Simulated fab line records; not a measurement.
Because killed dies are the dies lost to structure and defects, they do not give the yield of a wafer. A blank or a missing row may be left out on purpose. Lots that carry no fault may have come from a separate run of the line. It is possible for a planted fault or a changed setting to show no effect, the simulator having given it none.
Which tool did it? :: flow gf180mcu :: Sampling: 13 lots, 39 wafers, 5 of 602 route steps

## WHAT EACH GAUGE READ, for each wafer
GF_VT_IMPLANT_TW_MEAS_10. Usual: VT_IMPLANT_TW 565, standard deviation 3.7.
lot: L287
measured: day 5 18:04
on: filmMetro-01
VT_IMPLANT_TW: 558 560 561
flag: 

lot: L288
measured: day 5 20:29
on: filmMetro-03
VT_IMPLANT_TW: 563 560 563
flag: 

lot: L289
measured: day 5 23:36
on: filmMetro-01
VT_IMPLANT_TW: 562 561 561
flag: 

lot: L290
measured: day 6 11:24
on: filmMetro-03
VT_IMPLANT_TW: 563 564 567
flag: 

lot: L291
measured: day 6 20:30
on: filmMetro-01
VT_IMPLANT_TW: 565 563 563
flag: 

lot: L292
measured: day 7 00:34
on: filmMetro-01
VT_IMPLANT_TW: 561 566 559
flag: 

lot: L293
measured: day 7 03:41
on: filmMetro-03
VT_IMPLANT_TW: 565 565 565
flag: 

lot: L295
measured: day 7 16:50
on: filmMetro-03
VT_IMPLANT_TW: 563 565 563
flag: 

lot: L300
measured: day 8 21:32
on: filmMetro-01
VT_IMPLANT_TW: 566 564 560
flag: 

lot: L304
measured: day 10 00:44
on: filmMetro-03
VT_IMPLANT_TW: 564 563 564
flag: 

lot: L306
measured: day 10 23:59
on: filmMetro-03
VT_IMPLANT_TW: 566 563 568
flag: 

lot: L308
measured: day 11 04:32
on: filmMetro-04
VT_IMPLANT_TW: 565 568 568
flag: 

lot: L309
measured: day 11 11:28
on: filmMetro-01
VT_IMPLANT_TW: 560 564 563
flag: 

GF_VT_IMPLANT_TW_MEAS_32. Usual: VT_IMPLANT_3_TW 269.9, standard deviation 1.7.
lot: L287
measured: day 6 22:53
on: filmMetro-01
VT_IMPLANT_3_TW: 268.6 267.4 267.1
flag: 

lot: L288
measured: day 7 02:26
on: filmMetro-03
VT_IMPLANT_3_TW: 269.3 268.9 268.9
flag: 

lot: L289
measured: day 7 05:22
on: filmMetro-04
VT_IMPLANT_3_TW: 270.5 271.7 272.4
flag: 

lot: L290
measured: day 7 17:19
on: filmMetro-03
VT_IMPLANT_3_TW: 268.4 269.2 268.8
flag: 

lot: L291
measured: day 8 04:39
on: filmMetro-04
VT_IMPLANT_3_TW: 271.7 272.4 272.3
flag: 

lot: L292
measured: day 8 07:38
on: filmMetro-04
VT_IMPLANT_3_TW: 272.6 273.1 272.9
flag: 

lot: L293
measured: day 8 12:38
on: filmMetro-01
VT_IMPLANT_3_TW: 267.1 268.3 266.8
flag: 

lot: L295
measured: day 9 01:02
on: filmMetro-04
VT_IMPLANT_3_TW: 271.7 270.1 269.6
flag: 

lot: L300
measured: day 10 08:34
on: filmMetro-03
VT_IMPLANT_3_TW: 268.1 269.3 270.0
flag: 

lot: L304
measured: day 11 12:44
on: filmMetro-03
VT_IMPLANT_3_TW: 269.4 270.3 269.4
flag: 

lot: L306
measured: day 12 13:27
on: filmMetro-04
VT_IMPLANT_3_TW: 270.2 272.2 271.4
flag: 

lot: L308
measured: day 12 18:37
on: filmMetro-03
VT_IMPLANT_3_TW: 269.3 269.7 270.6
flag: 

lot: L309
measured: day 13 02:16
on: filmMetro-01
VT_IMPLANT_3_TW: 269.2 267.0 267.8
flag: 

GF_VT_IMPLANT_TW_MEAS_43. Usual: VT_IMPLANT_4_TW 693, standard deviation 5.1.
lot: L287
measured: day 7 15:00
on: filmMetro-04
VT_IMPLANT_4_TW: 695 695 699
flag: 

lot: L288
measured: day 7 18:46
on: filmMetro-03
VT_IMPLANT_4_TW: 693 696 691
flag: 

lot: L289
measured: day 7 20:57
on: filmMetro-03
VT_IMPLANT_4_TW: 692 691 695
flag: 

lot: L290
measured: day 8 09:55
on: filmMetro-04
VT_IMPLANT_4_TW: 704 697 699
flag: 

lot: L291
measured: day 8 21:16
on: filmMetro-01
VT_IMPLANT_4_TW: 687 688 692
flag: 

lot: L292
measured: day 9 00:44
on: filmMetro-04
VT_IMPLANT_4_TW: 696 691 695
flag: 

lot: L293
measured: day 9 05:26
on: filmMetro-03
VT_IMPLANT_4_TW: 856 861 856
flag: OFF

lot: L295
measured: day 9 17:44
on: filmMetro-03
VT_IMPLANT_4_TW: 860 860 860
flag: OFF

lot: L300
measured: day 11 02:49
on: filmMetro-01
VT_IMPLANT_4_TW: 690 689 691
flag: 

lot: L304
measured: day 12 07:46
on: filmMetro-03
VT_IMPLANT_4_TW: 692 691 689
flag: 

lot: L306
measured: day 13 08:56
on: filmMetro-03
VT_IMPLANT_4_TW: 696 699 697
flag: 

lot: L308
measured: day 13 14:29
on: filmMetro-01
VT_IMPLANT_4_TW: 689 690 691
flag: 

lot: L309
measured: day 13 23:01
on: filmMetro-04
VT_IMPLANT_4_TW: 698 701 702
flag: 

## TOOL THAT RAN EACH LOT (tool first, then ch and the chambers of the sampled wafers, then the start)
lot: L287
GF_VT_IMPLANT_STRIP_31: plasmaAsher-01 ch 0,1, day 6 22:47
GF_VT_IMPLANT_IMPLANT_41: implanter-01 ch 0, day 7 14:45

lot: L288
GF_VT_IMPLANT_STRIP_31: plasmaAsher-01 ch 0,1, day 7 02:20
GF_VT_IMPLANT_IMPLANT_41: implanter-01 ch 0, day 7 18:31

lot: L289
GF_VT_IMPLANT_STRIP_31: plasmaAsher-04 ch 0,1, day 7 05:12
GF_VT_IMPLANT_IMPLANT_41: implanter-04 ch 0, day 7 20:44

lot: L290
GF_VT_IMPLANT_STRIP_31: plasmaAsher-04 ch 0,1, day 7 17:14
GF_VT_IMPLANT_IMPLANT_41: implanter-04 ch 0, day 8 09:42

lot: L291
GF_VT_IMPLANT_STRIP_31: plasmaAsher-03 ch 0,1, day 8 04:33
GF_VT_IMPLANT_IMPLANT_41: implanter-02 ch 0, day 8 21:01

lot: L292
GF_VT_IMPLANT_STRIP_31: plasmaAsher-01 ch 0,1, day 8 07:31
GF_VT_IMPLANT_IMPLANT_41: implanter-04 ch 0, day 9 00:29

lot: L293
GF_VT_IMPLANT_STRIP_31: plasmaAsher-03 ch 0,1, day 8 12:32
GF_VT_IMPLANT_IMPLANT_41: implanter-04 ch 0, day 9 04:52

lot: L295
GF_VT_IMPLANT_STRIP_31: plasmaAsher-04 ch 0,1, day 9 00:57
GF_VT_IMPLANT_IMPLANT_41: implanter-01 ch 0, day 9 17:12

lot: L300
GF_VT_IMPLANT_STRIP_31: plasmaAsher-04 ch 0,1, day 10 08:27
GF_VT_IMPLANT_IMPLANT_41: implanter-02 ch 0, day 11 02:35

lot: L304
GF_VT_IMPLANT_STRIP_31: plasmaAsher-03 ch 0,1, day 11 12:39
GF_VT_IMPLANT_IMPLANT_41: implanter-02 ch 0, day 12 07:33

lot: L306
GF_VT_IMPLANT_STRIP_31: plasmaAsher-03 ch 0,1, day 12 13:21
GF_VT_IMPLANT_IMPLANT_41: implanter-04 ch 0, day 13 08:41

lot: L308
GF_VT_IMPLANT_STRIP_31: plasmaAsher-03 ch 0,1, day 12 18:31
GF_VT_IMPLANT_IMPLANT_41: implanter-02 ch 0, day 13 14:16

lot: L309
GF_VT_IMPLANT_STRIP_31: plasmaAsher-03 ch 0,1, day 13 02:10
GF_VT_IMPLANT_IMPLANT_41: implanter-02 ch 0, day 13 22:46
- GF_VT_IMPLANT_STRIP_31: strips in O2/N2.
- GF_VT_IMPLANT_IMPLANT_41

## AS READ BY THE TOOLS THEMSELVES (means over the sampled wafers that have a number; for cases with no such wafer, the mark the record gives instead)
GF_VT_IMPLANT_STRIP_31. Usual: drypumpMotorCurrentA 5.59 A, standard deviation 0.24; heaterPowerW 341 W, standard deviation 25; oesProductAu 0.716 a.u., standard deviation 0.0045; stripTimeToEndpointS 12.61 s, standard deviation 0.038.
lot: L287
tool: plasmaAsher-01
drypumpMotorCurrentA (A): 5.75
heaterPowerW (W): 381
oesProductAu (a.u.): 0.714
stripTimeToEndpointS (s): 12.65
flag: 

lot: L288
tool: plasmaAsher-01
drypumpMotorCurrentA (A): 5.76
heaterPowerW (W): 382
oesProductAu (a.u.): 0.713
stripTimeToEndpointS (s): 12.59
flag: 

lot: L289
tool: plasmaAsher-04
drypumpMotorCurrentA (A): 5.46
heaterPowerW (W): 324
oesProductAu (a.u.): 0.717
stripTimeToEndpointS (s): 12.61
flag: 

lot: L290
tool: plasmaAsher-04
drypumpMotorCurrentA (A): 5.47
heaterPowerW (W): 325
oesProductAu (a.u.): 0.717
stripTimeToEndpointS (s): 12.62
flag: 

lot: L291
tool: plasmaAsher-03
drypumpMotorCurrentA (A): 5.64
heaterPowerW (W): 338
oesProductAu (a.u.): 0.715
stripTimeToEndpointS (s): 12.65
flag: 

lot: L292
tool: plasmaAsher-01
drypumpMotorCurrentA (A): 5.63
heaterPowerW (W): 379
oesProductAu (a.u.): 0.716
stripTimeToEndpointS (s): 12.65
flag: 

lot: L293
tool: plasmaAsher-03
drypumpMotorCurrentA (A): 5.45
heaterPowerW (W): 331
oesProductAu (a.u.): 0.716
stripTimeToEndpointS (s): 12.61
flag: 

lot: L295
tool: plasmaAsher-04
drypumpMotorCurrentA (A): 5.49
heaterPowerW (W): 324
oesProductAu (a.u.): 0.714
stripTimeToEndpointS (s): 12.66
flag: 

lot: L300
tool: plasmaAsher-04
drypumpMotorCurrentA (A): 5.48
heaterPowerW (W): 323
oesProductAu (a.u.): 0.714
stripTimeToEndpointS (s): 12.65
flag: 

lot: L304
tool: plasmaAsher-03
drypumpMotorCurrentA (A): 5.65
heaterPowerW (W): 337
oesProductAu (a.u.): 0.720
stripTimeToEndpointS (s): 12.65
flag: 

lot: L306
tool: plasmaAsher-03
drypumpMotorCurrentA (A): 5.43
heaterPowerW (W): 332
oesProductAu (a.u.): 0.716
stripTimeToEndpointS (s): 12.57
flag: 

lot: L308
tool: plasmaAsher-03
drypumpMotorCurrentA (A): 5.44
heaterPowerW (W): 339
oesProductAu (a.u.): 0.717
stripTimeToEndpointS (s): 12.57
flag: 

lot: L309
tool: plasmaAsher-03
drypumpMotorCurrentA (A): 5.46
heaterPowerW (W): 332
oesProductAu (a.u.): 0.717
stripTimeToEndpointS (s): 12.60
flag: 

GF_VT_IMPLANT_IMPLANT_41. Usual: 9.99 s for beamOnS, sd 0.2.
lot: L287
tool: implanter-01
beamOnS (s): 10.08
flag: 

lot: L288
tool: implanter-01
beamOnS (s): 9.94
flag: 

lot: L289
tool: implanter-04
beamOnS (s): 9.87
flag: 

lot: L290
tool: implanter-04
beamOnS (s): 10.09
flag: 

lot: L291
tool: implanter-02
beamOnS (s): 10.05
flag: 

lot: L292
tool: implanter-04
beamOnS (s): 10.12
flag: 

lot: L293
tool: implanter-04
beamOnS (s): 10.05
flag: 

lot: L295
tool: implanter-01
beamOnS (s): 10.06
flag: 

lot: L300
tool: implanter-02
beamOnS (s): 10.09
flag: 

lot: L304
tool: implanter-02
beamOnS (s): 10.18
flag: 

lot: L306
tool: implanter-04
beamOnS (s): 9.99
flag: 

lot: L308
tool: implanter-02
beamOnS (s): 9.92
flag: 

lot: L309
tool: implanter-02
beamOnS (s): 9.84
flag: 

## THE ANSWER, worked out from the rows above alone
Rule: a lot is off if the mean of its wafers that have a number lies more than 3 standard deviations from the usual mean. A lot without any number at a reading at which 4 lots or more have one is off too. Where the step has rows for the other lots, those lots are counted as sound. Order of review: gauges by route order, followed by the tools' own readings, for which a lot's mean as printed above is used. The first step at which some lot is off is used, and at that step the reading that is off furthest; a lot without a number counts as furthest.
Off: L293, L295, at GF_VT_IMPLANT_TW_MEAS_43 (VT_IMPLANT_4_TW).
If a tool, at a process step before that reading, ran all the lots that are off and no sound lot after the first of them, it fits. The gauges at GF_VT_IMPLANT_TW_MEAS_43 are tried like those tools. No candidate that was tried fits.

## WHAT HAD BEEN PUT IN BY THE SIMULATOR
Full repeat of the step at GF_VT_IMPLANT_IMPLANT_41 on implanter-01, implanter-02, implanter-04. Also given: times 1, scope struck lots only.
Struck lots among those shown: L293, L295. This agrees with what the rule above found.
